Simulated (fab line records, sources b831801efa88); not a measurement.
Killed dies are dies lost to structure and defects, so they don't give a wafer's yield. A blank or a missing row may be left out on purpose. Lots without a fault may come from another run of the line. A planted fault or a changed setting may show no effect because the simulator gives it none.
One fault seen from 2 desks | flow sky130 | each desk has only its own numbers; what lay behind them comes last

THE METROLOGY DESK
What the gauges read, lot by lot, whatever tool the lot ran on: means of the sampled wafers that have a number. A lot is out of limits, marked OUT, if its mean lies more than 4 standard deviations from the usual mean; the brackets give that distance.
Columns: A = cd_nm at SKY_SONOS_ONO_CD_MEAS_13, usual 410.0 nm; B = SONOS_ONO_OVL at SKY_SONOS_ONO_OVL_MEAS_14, usual -0.6 nm; C = GATE_OXIDE_OXIDATION_00_THK at SKY_GATE_OXIDE_THK_MEAS_02, usual 10.39 nm; D = GATE_OXIDE_OVL at SKY_GATE_OXIDE_OVL_MEAS_10, usual -1.0 nm; E = GATE_OXIDE_TW at SKY_GATE_OXIDE_TW_MEAS_14, usual 224.9
lot  | first seen here | A     | B    | C     | D    | E
L273 | day 13 00:57    | 412.1 | -0.8 | 10.43 | -1.2 | 224.8
L276 | day 13 21:15    | 409.4 | -1.9 | 9.75  | -0.9 | 225.0
L278 | day 14 20:55    | 409.4 | -0.9 | 9.71  | -0.5 | 225.9
L286 | day 17 11:17    | 409.3 | 1.2  | 10.86 | -1.3 | 227.3
L288 | day 18 07:29    | 407.3 | 0.9  | 10.36 | -0.5 | 226.4
L291 | day 19 05:04    | 410.0 | 1.3  | 9.98  | -0.7 | 227.3
This desk's finding: nothing out of limits on any of the 6 lots.

THE TOOL OWNER'S DESK: furnace-01
The tool's own readings at SKY_GATE_OXIDE_OXIDATION_01 (stabilise 600 s, purge 300 s, target thk 10.268 nm): means of the sampled wafers that have a number, for each lot that ran on this tool. A lot is out of limits, marked OUT, if its mean lies more than 4 standard deviations from the usual mean; the brackets give that distance.
Columns: A = ox_temp_c at SKY_GATE_OXIDE_OXIDATION_01, usual 900.0 C; B = spike_tc_bottom_C at SKY_GATE_OXIDE_OXIDATION_01, usual 918 C; C = spike_tc_upper_C at SKY_GATE_OXIDE_OXIDATION_01, usual 901.0 C; D = zone_power_centre_pct at SKY_GATE_OXIDE_OXIDATION_01, usual 16.1 %
lot  | first seen here | A     | B   | C     | D
L273 | day 13 02:26    | 900.2 | 921 | 901.3 | 14.7
L276 | day 13 22:13    | 899.4 | 922 | 901.3 | 14.7
L278 | day 14 22:02    | 900.0 | 921 | 902.1 | 14.7
L286 | day 17 12:03    | 900.3 | 921 | 901.9 | 14.6
This desk's finding: nothing out of limits on any of the 4 lots.

PUT TOGETHER
The metrology desk saw nothing out of limits.
The tool owner's desk saw nothing out of limits.

WHAT THE SIMULATOR HAD PUT IN
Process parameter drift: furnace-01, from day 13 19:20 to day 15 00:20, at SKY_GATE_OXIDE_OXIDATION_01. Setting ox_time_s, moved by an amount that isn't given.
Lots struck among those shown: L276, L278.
